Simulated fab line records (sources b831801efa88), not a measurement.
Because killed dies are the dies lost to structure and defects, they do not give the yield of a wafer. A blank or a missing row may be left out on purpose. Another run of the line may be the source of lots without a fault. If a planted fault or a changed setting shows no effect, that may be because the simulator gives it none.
Problem report, 8D (eight disciplines) form, completed by code + flow sfq line + the parts of the form that need people (team, actions taken, sign-off) are left out

## 1. THE ISSUE
L0_MONX_KI_RS at SFQ_L0_RS_MEAS_901 reads a mean of 31.2 ohm/sq on 6 wafers of 2 lots; wafers without a fault read 43.5 ohm/sq with a standard deviation of 0.4. That puts it -31 standard deviations away from the usual mean.
The step: measures by four-point-probe.
Seen first at day 4 05:34 on film metro-02, wafer L913.1. The record holds 39 wafers of 13 lots with a number at this step. By rule, "out" or "out of limits" means more than 4 standard deviations away from the usual mean. Any other wafer with a number is counted as sound.

## 2. WHAT IT IS, AND WHAT IT ISN'T
| question                    | is                           | is not                                                                          |
|-----------------------------|------------------------------|---------------------------------------------------------------------------------|
| which readings at this step | L0_MONX_KI_RS                | -                                                                               |
| which lots                  | L913, L916                   | L900, L901, L902, L903, L904, L905, L906, L911, L915, L917, L918                |
| which wafers of those lots  | all that have a number       | -                                                                               |
| read on which gauges        | film metro-02, film metro-03 | film metro-01                                                                   |
| when                        | from day 4 05:34             | up to then (24 sound wafers); but 9 sound wafers of L915, L917, L918 came after |

## 3. SUSPECTS, AND WHAT RULES EACH OUT
Counting: a tool stays on the suspect list if, at a process step up to the reading, it processed all lots that are out and no sound lot following the first of them.
- the gauge at SFQ_L0_RS_MEAS_901 is ruled out. The wafers that are out were read on 2 gauges (film metro-02, film metro-03).
- pvd sputter-06 at SFQ_TRILAYER_L0_DEP_SPUTTER_003 (material MoNx KI, target thk 40 nm, time 100 s): kept. It ran every lot that is out, first L913 (day 4 05:29), and no sound lot after that; its last sound lot up to then is L900 (day 1 12:29).
Left after counting: pvd sputter-06 at SFQ_TRILAYER_L0_DEP_SPUTTER_003.

## 4. THE CAUSE (what the simulator had put in)
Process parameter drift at SFQ_TRILAYER_L0_DEP_SPUTTER_003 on pvd sputter-06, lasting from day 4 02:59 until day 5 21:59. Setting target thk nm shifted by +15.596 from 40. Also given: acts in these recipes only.
Only this tool survived the counting.

## 5. SEQUENCE OF EFFECTS, ordered by route
Rows list readings where the struck wafers' mean (over those with a number) sits beyond 3 standard deviations from the usual. Scope: only readings with a usual standard deviation given in the record; hours: median across lots of the time from each lot's start at the first step in this table that gives one to its start at this step; sigmas: change in usual standard deviations.
| hours | step                                | reading        | usual       | on struck wafers | change | sigmas |
|-------|-------------------------------------|----------------|-------------|------------------|--------|--------|
| 0     | SFQ_L0_RS_MEAS_901                  | L0_MONX_KI_RS  | 43.5 ohm/sq | 31.2             | -12.2  | -31    |
| 5     | SFQ_L0_THK_MEAS_902                 | L0_MONX_KI_THK | 39.7 nm     | 55.1             | +15.4  | +41    |
| 27    | SFQ_TRILAYER_L0_ETCH_METAL_ETCH_008 | oes product au | 0.874 a.u.  | 1.005            | +0.131 | +21    |
It contains these process steps:
- SFQ_TRILAYER_L0_ETCH_METAL_ETCH_008: etches MoNx KI in SF6/O2, stops on SiO2, target depth 50 nm, time 25 s.
Later measuring or inspecting steps at which every struck wafer that the step has a row for has a number for every such reading, and none has moved that far: SFQ_M4_RS_MEAS_924.

## 6. HOW IT WOULD HAVE BEEN CAUGHT EARLIER
In this record the first reading out of limits at a measuring or inspecting step was taken at day 4 05:34, 3 hours after the fault began at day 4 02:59.
Tool readings at SFQ_TRILAYER_L0_DEP_SPUTTER_003 with a usual standard deviation given in the record: none out on any struck wafer, hence no alarm at a limit of 4 standard deviations on them.
L916, from the lots that are out (2), started SFQ_TRILAYER_L0_DEP_SPUTTER_003 on pvd sputter-06 later than day 4 05:34. A tool hold placed at that time would have kept it from harm.
